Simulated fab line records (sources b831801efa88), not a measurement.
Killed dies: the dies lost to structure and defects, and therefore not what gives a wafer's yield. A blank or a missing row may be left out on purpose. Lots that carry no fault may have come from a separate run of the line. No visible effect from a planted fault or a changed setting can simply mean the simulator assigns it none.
Matching of chambers || flow sky130 || SKY_METAL3_ETCH_17 on rie diel-03 has 4 sister chambers
The step etches SiO2 in C4F8/O2/Ar, stops on TiN, time 3.9 s, target depth 15 nm. 14 wafers are shown with their chamber, then 7 later ones without.

## WAFERS WITH THEIR CHAMBER
{"wafer": "L377.2", "chamber": 3, "chamber pressure mTorr (mTorr)": 40.05, "oes product au (a.u.)": 0.765}
{"wafer": "L377.3", "chamber": 0, "chamber pressure mTorr (mTorr)": 39.92, "oes product au (a.u.)": 0.764}
{"wafer": "L377.4", "chamber": 1, "chamber pressure mTorr (mTorr)": 39.97, "oes product au (a.u.)": 0.772}
{"wafer": "L378.1", "chamber": 2, "chamber pressure mTorr (mTorr)": 39.89, "oes product au (a.u.)": 0.746}
{"wafer": "L378.4", "chamber": 1, "chamber pressure mTorr (mTorr)": 40.01, "oes product au (a.u.)": 0.743}
{"wafer": "L378.5", "chamber": 3, "chamber pressure mTorr (mTorr)": 39.99, "oes product au (a.u.)": 0.752}
{"wafer": "L380.1", "chamber": 0, "chamber pressure mTorr (mTorr)": 39.99, "oes product au (a.u.)": 0.750}
{"wafer": "L380.4", "chamber": 3, "chamber pressure mTorr (mTorr)": 40.04, "oes product au (a.u.)": 0.747}
{"wafer": "L380.5", "chamber": 2, "chamber pressure mTorr (mTorr)": 40.08, "oes product au (a.u.)": 0.763}
{"wafer": "L395.1", "chamber": 1, "chamber pressure mTorr (mTorr)": 39.97, "oes product au (a.u.)": 0.755}
{"wafer": "L395.3", "chamber": 0, "chamber pressure mTorr (mTorr)": 40.09, "oes product au (a.u.)": 0.755}
{"wafer": "L395.6", "chamber": 1, "chamber pressure mTorr (mTorr)": 40.04, "oes product au (a.u.)": 0.761}
{"wafer": "L398.4", "chamber": 0, "chamber pressure mTorr (mTorr)": 39.96, "oes product au (a.u.)": 0.767}
{"wafer": "L398.5", "chamber": 1, "chamber pressure mTorr (mTorr)": 39.99, "oes product au (a.u.)": 0.765}

SIGNATURES (means of the wafers above)
{"reading": "chamber pressure mTorr", "chamber 0": 39.9900, "chamber 1": 39.9960, "chamber 2": 39.9850, "chamber 3": 40.0267, "scatter within a chamber": 0.0628}
{"reading": "oes product au", "chamber 0": 0.75900, "chamber 1": 0.75920, "chamber 2": 0.75450, "chamber 3": 0.75467, "scatter within a chamber": 0.00992}
Rule: for a wafer and a chamber, the distance is found by dividing, reading by reading, the gap between the wafer's reading and the chamber's mean by the reading's scatter, squaring, summing and taking the root. If the next closest chamber is less than 2 further off than the closest, the wafer can't be placed; otherwise it belongs to the closest. The scatter is the square root of a quotient: the sum, over the shown wafers, of each reading's squared deviation from its chamber's mean, divided by wafers minus chambers.

## WAFERS WITHOUT THEIR CHAMBER
{"wafer": "L398.6", "chamber pressure mTorr (mTorr)": 40.00, "oes product au (a.u.)": 0.759}
{"wafer": "L399.1", "chamber pressure mTorr (mTorr)": 40.06, "oes product au (a.u.)": 0.755}
{"wafer": "L399.2", "chamber pressure mTorr (mTorr)": 40.03, "oes product au (a.u.)": 0.746}
{"wafer": "L399.3", "chamber pressure mTorr (mTorr)": 40.02, "oes product au (a.u.)": 0.746}
{"wafer": "L400.3", "chamber pressure mTorr (mTorr)": 39.99, "oes product au (a.u.)": 0.755}
{"wafer": "L400.5", "chamber pressure mTorr (mTorr)": 40.00, "oes product au (a.u.)": 0.762}
{"wafer": "L400.6", "chamber pressure mTorr (mTorr)": 39.98, "oes product au (a.u.)": 0.765}

## THE CHAMBER EACH PASSED THROUGH
{"wafer": "L398.6", "from the rows above": "can't be placed: 1 or 0 or 2 or 3", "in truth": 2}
{"wafer": "L399.1", "from the rows above": "can't be placed: 3 or 1 or 0 or 2", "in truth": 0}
{"wafer": "L399.2", "from the rows above": "can't be placed: 3 or 2 or 1 or 0", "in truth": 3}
{"wafer": "L399.3", "from the rows above": "can't be placed: 3 or 2 or 1 or 0", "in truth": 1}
{"wafer": "L400.3", "from the rows above": "can't be placed: 2 or 0 or 1 or 3", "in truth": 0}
{"wafer": "L400.5", "from the rows above": "can't be placed: 1 or 0 or 2 or 3", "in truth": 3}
{"wafer": "L400.6", "from the rows above": "can't be placed: 0 or 1 or 2 or 3", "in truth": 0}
Correctly placed: 0 of 7. Not placeable from these rows: 7 (in 7, the candidates include the true chamber). 0 placed wrongly.
